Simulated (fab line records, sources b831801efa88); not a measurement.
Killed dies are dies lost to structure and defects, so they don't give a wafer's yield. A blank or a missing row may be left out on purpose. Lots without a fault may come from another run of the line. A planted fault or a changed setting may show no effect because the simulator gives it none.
A struck lot beside a sound one | flow gf180mcu | 27 steps out of a route of 602
Sound: wafers L126.1, L126.4, L126.5. Struck: wafers L142.2, L142.5, L142.6. The cause comes at the end.
At each step with rows: each side's tool, then ch and its chambers, then its first start. Under that, the readings that differ: sound wafers | struck wafers | difference of the means | sigmas: that difference in standard deviations of wafers without a fault.
alike: readings whose means differ by less than 2 such deviations, and words and numbers that are the same on both sides. not compared: withheld readings, readings that some wafer has no value for, bounds like >300 that may hide the same value, and numbers for which the record gives no deviation and whose values overlap.
The two part at a step that has a row with sigmas, a row that says differs or no value, or rows on one side only. Numbers that don't overlap but have no deviation are shown without sigmas and don't part them. A reading that every wafer of one side lacks parts them only if that side has two wafers or more.

first, 5 steps without rows for these wafers: GF_V2_ETCH_16 (etches BARC in N2/H2); GF_V2_ETCH_17 (etches SiO2 in C4F8/O2/Ar, stops on TiN, target depth 630 nm); GF_V2_STRIP_18 (strips in O2/N2); GF_V2_STRIP_19 (strips in post etch residue remover, time 1200 s); GF_V2_CLEAN_20 (cleans in DIW).
GF_V2_SPUTTER_21: material Ti, target thk 15 nm, time 80.02 s.
  sound on pvd_sputter-02, day 21 12:11; struck on pvd_sputter-04, day 26 12:11
  alike: cathode_dc_power_W, chamber_pressure_pa, throttle_valve_pct
GF_V2_SPUTTER_22: material TiN, target thk 10 nm, time 40 s.
  sound on pvd_sputter-02, day 21 12:16; struck on pvd_sputter-04, day 26 12:15
  alike: cathode_dc_power_W, chamber_pressure_pa, throttle_valve_pct
then, 1 step without rows for these wafers: GF_V2_CVD_23 (deposits W, target thk 350 nm, time 104.94 s).
GF_V2_RS_MEAS_24: measures by four-point-probe.
  sound on film_metro-03, day 21 12:25; struck on film_metro-03, day 26 12:26
  alike: V2_W_RS
GF_V2_THK_MEAS_25: measures by xrf.
  sound on film_metro-03, day 21 12:32; struck on film_metro-03, day 26 12:32
  alike: V2_W_THK
GF_V2_CMP_26: polishes, stops on SiO2, t overpolish 15 s, target thk 0 nm.
  sound on cmp-01 ch 1,2, day 21 12:35; struck on cmp-02 ch 0,3, day 26 12:35
  alike: edge_zone_pressure_frac, motor_current_A, overpolish_run_s, retaining_ring_pressure_frac, time_to_endpoint_s
then, 1 step without rows for these wafers: GF_M3_SPUTTER_00 (material Ti, target thk 37.5 nm, time 150 s).
GF_M3_SPUTTER_01: material TiN, target thk 30 nm, time 25 s.
  sound on pvd_sputter-04, day 21 12:59; struck on pvd_sputter-04, day 26 12:59
  no value came back on the struck wafers for cathode_dc_power_W (W), chamber_pressure_pa (Pa), throttle_valve_pct (%); on the sound wafers cathode_dc_power_W (W) reads 6499.4 6501.5 6499.4
GF_M3_SPUTTER_02: material AlCu, target thk 450 nm, time 23.9 s.
  sound on pvd_sputter-04, day 21 13:01; struck on pvd_sputter-04, day 26 13:01
  alike: cathode_dc_power_W, chamber_pressure_pa, throttle_valve_pct
then, 1 step without rows for these wafers: GF_M3_SPUTTER_03 (material Ti, target thk 10 nm, time 6.7 s).
GF_M3_SPUTTER_04: material TiN, target thk 50 nm, time 43.44 s.
  sound on pvd_sputter-04, day 21 13:04; struck on pvd_sputter-04, day 26 13:04
  alike: cathode_dc_power_W, chamber_pressure_pa, throttle_valve_pct
then, 7 steps without rows for these wafers: GF_M3_DEHYDRATE_07 (time 60 s); GF_M3_HMDS_08 (prime time 60 s); GF_M3_COAT_09 (resist thk 1000 nm); GF_M3_SOFTBAKE_10 (time 60 s); GF_M3_EXPOSE_11 (exposes mask Metal3, target cd 280 nm); GF_M3_PEB_12 (peb time 90 s); GF_M3_DEVELOP_13 (develop time 60 s).
GF_M3_CD_MEAS_14: target cd 280 nm.
  sound on cd_sem-02, day 22 12:39; struck on cd_sem-02, day 27 09:40
  alike: cd_nm
GF_M3_OVL_MEAS_15:
  sound on overlay-01, day 22 12:46; struck on overlay-02, day 27 09:47
  alike: M3_OVL
GF_M3_METAL_ETCH_16: etches the open film in Cl2/BCl3, stops on SiO2, target depth 627.5 nm, time 104.6 s.
  sound on rie_metal-01 ch 0,1, day 22 12:49; struck on rie_metal-01 ch 0,1, day 27 09:49
  reading                | sound                | struck               | difference | sigmas
  oes_product_au (a.u.)  | 0.975 0.975 0.979    | 0.944 0.944 0.955    | -0.029     | -4
  throttle_valve_pct (%) | 28.257 28.268 28.238 | 28.272 28.288 28.284 | +0.027     | +2
  alike: bias_w, drypump_motor_current_A, mfc_cl2_sccm
  not compared: rf_hours_counter_h
then, 1 step without rows for these wafers: GF_M3_STRIP_17 (strips in O2/N2).

WHERE THEY PART
First at GF_M3_SPUTTER_01; last, within this record, at GF_M3_METAL_ETCH_16.

WHY: what the simulator had put in
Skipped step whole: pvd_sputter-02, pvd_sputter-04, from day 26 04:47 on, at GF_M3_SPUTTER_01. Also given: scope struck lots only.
